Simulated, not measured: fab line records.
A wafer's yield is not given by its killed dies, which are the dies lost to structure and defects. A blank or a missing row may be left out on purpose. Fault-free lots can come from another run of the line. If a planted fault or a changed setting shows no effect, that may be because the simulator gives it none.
Which of the tools did it?    flow gf180mcu    14 lots with 42 wafers sampled at 7 steps, on a route of 602 steps

WHAT THE GAUGES READ, wafer by wafer
GF_STI_THK_MEAS_24. Usual: STI_CVD_23_THK gives 650 nm (standard deviation 6.3).
lot   measured     on             STI_CVD_23_THK (nm)  flag
L590  day 2 04:54  film metro-02  649 645 645          
L592  day 2 14:14  film metro-02  665 655 662          
L594  day 3 02:35  film metro-01  653 649 645          
L595  day 3 06:37  film metro-01  646 662 654          
L596  day 3 12:25  film metro-01  649 658 648          
L597  day 3 19:20  film metro-02  655 650 653          
L601  day 4 21:07  film metro-01  651 648 640          
L602  day 4 21:12  film metro-02  652 652 646          
L606  day 5 13:56  film metro-04  649 657 652          
L608  day 6 01:08  film metro-04  642 656 652          
L609  day 6 05:19  film metro-01  652 645 652          
L611  day 6 18:41  film metro-04  649 655 661          
L612  day 6 22:31  film metro-04  651 645 652          
L613  day 7 03:01  film metro-02  650 653 642          

GF_POLY_GATE_THK_MEAS_01. Usual: POLY_GATE_CVD_00_THK gives 198.9 nm (standard deviation 2.1).
lot   measured      on             POLY_GATE_CVD_00_THK (nm)  flag
L590  day 8 07:39   film metro-01  199.4 200.0 200.3          
L592  day 9 00:07   film metro-01  197.8 196.0 196.2          
L594  day 9 16:16   film metro-03  196.9 197.4 196.4          
L595  day 9 22:40   film metro-01  196.6 198.0 197.1          
L596  day 10 05:52  film metro-01  201.9 201.7 200.4          
L597  day 10 15:25  film metro-02  197.7 198.3 199.0          
L601  day 12 03:19  film metro-02  195.3 196.0 195.0          
L602  day 12 04:40  film metro-03  200.4 198.7 200.1          
L606  day 13 07:04  film metro-01  198.5 196.4 198.2          
L608  day 13 19:07  film metro-01  202.2 201.6 199.7          
L609  day 13 23:08  film metro-02  198.3 199.6 198.8          
L611  day 14 14:46  film metro-02  203.8 201.1 200.5          
L612  day 14 19:47  film metro-03  199.7 199.8 199.5          
L613  day 15 05:15  film metro-02  201.1 200.7 200.1          

GF_POLY_GATE_CD_MEAS_18. Usual: cd nm at 279.7 nm, with a standard deviation of 1.9.
lot   measured      on         cd nm (nm)         flag
L590  day 9 02:01   cd sem-02  277.1 279.7 276.5  
L592  day 9 19:53   cd sem-02  280.0 281.6 280.7  
L594  day 10 11:19  cd sem-01  278.7 282.4 282.9  
L595  day 10 18:53  cd sem-02  280.9 279.8 280.7  
L596  day 11 02:49  cd sem-02  280.7 281.8 281.0  
L597  day 11 11:17  cd sem-02  280.3 276.7 277.5  
L601  day 13 02:50  cd sem-02  - - -              OFF
L602  day 13 02:53  cd sem-01  - - -              OFF
L606  day 14 04:33  cd sem-01  279.2 280.9 282.0  
L608  day 14 19:47  cd sem-02  282.3 280.3 281.3  
L609  day 14 22:11  cd sem-01  278.8 277.7 280.3  
L611  day 15 13:55  cd sem-02  279.6 280.3 279.4  
L612  day 15 20:15  cd sem-02  277.6 279.8 278.6  
L613  day 16 04:07  cd sem-01  278.0 280.2 277.7  

EACH LOT AND THE TOOL THAT RAN IT (in order: tool; ch and the chambers of the sampled wafers; start)
lot   GF_DNWELL_STRIP_08                   GF_POLY_GATE_ETCH_12                GF_POLY_GATE_ETCH_13              GF_POLY_GATE_STRIP_14
L590  plasma asher-02 ch 0,1, day 2 19:52  rie diel-01 ch 0,3, day 9 00:26     rie si-01 ch 1,2, day 9 00:30     plasma asher-04 ch 0,1, day 9 00:33
L592  plasma asher-01 ch 0,1, day 3 05:25  rie diel-03 ch 0,2,3, day 9 17:41   rie si-02 ch 0,1,3, day 9 17:44   plasma asher-02 ch 0,1, day 9 17:48
L594  plasma asher-02 ch 0,1, day 3 18:07  rie diel-03 ch 0,1, day 10 09:44    rie si-01 ch 1,3, day 10 09:47    plasma asher-02 ch 0,1, day 10 09:51
L595  plasma asher-04 ch 0,1, day 4 00:05  rie diel-03 ch 1,2,3, day 10 17:14  rie si-01 ch 1,2,3, day 10 17:17  plasma asher-04 ch 0,1, day 10 17:21
L596  plasma asher-01 ch 0,1, day 4 06:58  rie diel-01 ch 0,1,2, day 11 00:34  rie si-01 ch 1,2,3, day 11 00:37  plasma asher-03 ch 0,1, day 11 00:41
L597  plasma asher-01 ch 0,1, day 4 13:59  rie diel-04 ch 0,2,3, day 11 09:40  rie si-02 ch 0,1,2, day 11 09:43  plasma asher-04 ch 0,1, day 11 09:47
L601  plasma asher-01 ch 0,1, day 5 14:52  rie diel-04 ch 0,1,2, day 12 22:41  rie si-01 ch 0,1, day 12 22:44    plasma asher-03 ch 0,1, day 12 22:48
L602  plasma asher-04 ch 0,1, day 5 15:34  rie diel-03 ch 0,1,3, day 12 23:38  rie si-01 ch 1,3, day 12 23:41    plasma asher-02 ch 0,1, day 12 23:47
L606  plasma asher-04 ch 0,1, day 6 08:55  rie diel-01 ch 1,2, day 14 02:28    rie si-01 ch 0,1,2, day 14 02:31  plasma asher-03 ch 0,1, day 14 02:35
L608  plasma asher-04 ch 0,1, day 6 18:44  rie diel-04 ch 2,3, day 14 15:49    rie si-02 ch 2,3, day 14 15:52    plasma asher-04 ch 0,1, day 14 15:56
L609  plasma asher-01 ch 0,1, day 6 22:28  rie diel-03 ch 1,2,3, day 14 19:40  rie si-02 ch 1,2,3, day 14 19:43  plasma asher-04 ch 0,1, day 14 19:47
L611  plasma asher-04 ch 1, day 7 11:35    rie diel-04 ch 0,1, day 15 12:20    rie si-01 ch 0,1,3, day 15 12:23  plasma asher-04 ch 0,1, day 15 12:27
L612  plasma asher-04 ch 0,1, day 7 16:43  rie diel-03 ch 2,3, day 15 18:32    rie si-01 ch 0,1,2, day 15 18:35  plasma asher-03 ch 0,1, day 15 18:39
L613  plasma asher-04 ch 0,1, day 7 23:10  rie diel-03 ch 0,2, day 16 02:31    rie si-02 ch 0,1,3, day 16 02:34  plasma asher-03 ch 0, day 16 02:38
- GF_DNWELL_STRIP_08: strips in O2/N2.
- GF_POLY_GATE_ETCH_12: etches BARC in N2/H2.
- GF_POLY_GATE_ETCH_13: etches poly-Si in HBr/Cl2, stops on SiO2, target depth 198.5 nm, time 69.6 s.
- GF_POLY_GATE_STRIP_14: strips in O2/N2.

WHAT THE TOOLS THEMSELVES READ (means of the sampled wafers that have a number; where no wafer has one, the mark that the record gives instead)
GF_DNWELL_STRIP_08. Usual: drypump motor current A 5.6 A, standard deviation 0.35; heater power w 335 W, standard deviation 43; oes product au 0.722 a.u., standard deviation 0.0049; strip time to endpoint s 36.97 s, standard deviation 0.12.
lot   tool             drypump motor current A (A)  heater power w (W)  oes product au (a.u.)  strip time to endpoint s (s)  flag
L590  plasma asher-02  5.5                          424                 0.715                  36.93                         
L592  plasma asher-01  5.8                          330                 0.720                  36.96                         
L594  plasma asher-02  5.6                          424                 0.720                  36.80                         
L595  plasma asher-04  5.6                          318                 0.728                  36.81                         
L596  plasma asher-01  5.8                          323                 0.714                  37.03                         
L597  plasma asher-01  5.8                          325                 0.720                  37.10                         
L601  plasma asher-01  5.8                          324                 0.723                  36.99                         
L602  plasma asher-04  5.3                          309                 0.719                  36.93                         
L606  plasma asher-04  5.6                          310                 0.725                  37.04                         
L608  plasma asher-04  5.2                          310                 0.725                  37.05                         
L609  plasma asher-01  5.8                          329                 0.720                  36.91                         
L611  plasma asher-04  5.0                          303                 0.725                  37.17                         
L612  plasma asher-04  5.3                          311                 0.728                  36.94                         
L613  plasma asher-04  5.3                          309                 0.725                  36.88                         

GF_POLY_GATE_ETCH_12. Usual: bias w 99.99 W, standard deviation 0.29; chamber pressure mTorr 30.000 mTorr, standard deviation 0.025; drypump motor current A 5.8 A, standard deviation 0.43; oes product au 0.736 a.u., standard deviation 0.0044; throttle valve pct 13.215 %, standard deviation 0.0086.
lot   tool         bias w (W)  chamber pressure mTorr (mTorr)  drypump motor current A (A)  oes product au (a.u.)  throttle valve pct (%)  flag
L590  rie diel-01  99.68       29.999                          5.4                          0.733                  13.214                  
L592  rie diel-03  100.00      29.993                          5.8                          0.740                  13.220                  
L594  rie diel-03  100.08      30.015                          6.0                          0.741                  13.219                  
L595  rie diel-03  99.96       29.973                          5.7                          0.735                  13.223                  
L596  rie diel-01  100.31      29.997                          5.9                          0.739                  13.217                  
L597  rie diel-04  99.83       29.993                          5.6                          0.733                  13.214                  
L601  rie diel-04  -           -                               -                            -                      -                       OFF
L602  rie diel-03  -           -                               -                            -                      -                       OFF
L606  rie diel-01  100.01      29.993                          6.3                          0.738                  13.215                  
L608  rie diel-04  99.88       30.012                          5.8                          0.732                  13.215                  
L609  rie diel-03  100.05      30.013                          5.8                          0.734                  13.218                  
L611  rie diel-04  100.03      30.016                          5.3                          0.734                  13.217                  
L612  rie diel-03  99.92       29.999                          5.8                          0.736                  13.209                  
L613  rie diel-03  99.76       30.004                          6.0                          0.735                  13.221                  

GF_POLY_GATE_ETCH_13. Usual: HBr_flow_sccm 150.0 sccm, standard deviation 0.44; bias w 99.95 W, standard deviation 0.3; drypump motor current A 5.8 A, standard deviation 0.64; oes product au 0.988 a.u., standard deviation 0.0077; throttle valve pct 33.684 %, standard deviation 0.0089.
lot   tool       HBr_flow_sccm (sccm)  bias w (W)  drypump motor current A (A)  oes product au (a.u.)  throttle valve pct (%)  flag
L590  rie si-01  150.1                 99.68       5.9                          0.992                  33.686                  
L592  rie si-02  149.7                 99.82       5.3                          0.980                  33.684                  
L594  rie si-01  149.7                 100.12      6.6                          0.987                  33.683                  
L595  rie si-01  150.0                 100.06      6.2                          0.986                  33.687                  
L596  rie si-01  149.8                 100.10      6.2                          0.993                  33.686                  
L597  rie si-02  150.4                 99.99       5.5                          0.987                  33.677                  
L601  rie si-01  150.1                 100.16      6.5                          0.274                  33.686                  OFF
L602  rie si-01  150.1                 99.94       6.6                          0.270                  33.684                  OFF
L606  rie si-01  150.5                 99.80       6.1                          0.985                  33.695                  
L608  rie si-02  150.4                 100.00      5.7                          0.989                  33.681                  
L609  rie si-02  149.9                 99.91       5.3                          0.991                  33.684                  
L611  rie si-01  149.6                 99.77       6.3                          0.986                  33.692                  
L612  rie si-01  150.4                 100.26      6.1                          0.996                  33.687                  
L613  rie si-02  150.1                 99.64       5.3                          0.991                  33.692                  

GF_POLY_GATE_STRIP_14. Usual: drypump motor current A 5.5 A, standard deviation 0.33; heater power w 352 W, standard deviation 42; oes product au 0.504 a.u., standard deviation 0.0048.
lot   tool             drypump motor current A (A)  heater power w (W)  oes product au (a.u.)  flag
L590  plasma asher-04  5.6                          310                 0.505                  
L592  plasma asher-02  5.5                          408                 0.505                  
L594  plasma asher-02  5.6                          412                 0.500                  
L595  plasma asher-04  5.6                          307                 0.505                  
L596  plasma asher-03  5.7                          344                 0.502                  
L597  plasma asher-04  5.3                          308                 0.502                  
L601  plasma asher-03  5.8                          346                 0.526                  OFF
L602  plasma asher-02  5.6                          408                 0.529                  OFF
L606  plasma asher-03  5.6                          357                 0.507                  
L608  plasma asher-04  5.3                          308                 0.504                  
L609  plasma asher-04  5.6                          312                 0.502                  
L611  plasma asher-04  5.6                          315                 0.503                  
L612  plasma asher-03  5.8                          343                 0.507                  
L613  plasma asher-03  5.9                          330                 0.507                  

THE ANSWER, worked out from the rows above alone
Rule: take the mean of a lot's wafers that have a number; if it is more than 3 standard deviations from the usual mean, the lot is off. Also off: a lot with no number at a reading for which 4 or more lots have one. Any other lot the step has rows for is counted as sound. First the gauges in route order, then the tools' own readings, where a lot's mean is used as printed above. At the first step where some lot is off, the reading lying furthest off is the one used; lots without a number count as furthest.
Off: L601, L602 (GF_POLY_GATE_CD_MEAS_18, cd nm). Without a number there: L601, L602.
If a tool, at a process step before that reading, ran all the lots that are off and no sound lot after the first of them, it fits. Not tried: the gauges at GF_POLY_GATE_CD_MEAS_18; whatever is off there is also off at GF_POLY_GATE_ETCH_12, on other tools, and gauge error can't account for it. Of those tried, none fits.

WHAT THE SIMULATOR HAD PUT IN
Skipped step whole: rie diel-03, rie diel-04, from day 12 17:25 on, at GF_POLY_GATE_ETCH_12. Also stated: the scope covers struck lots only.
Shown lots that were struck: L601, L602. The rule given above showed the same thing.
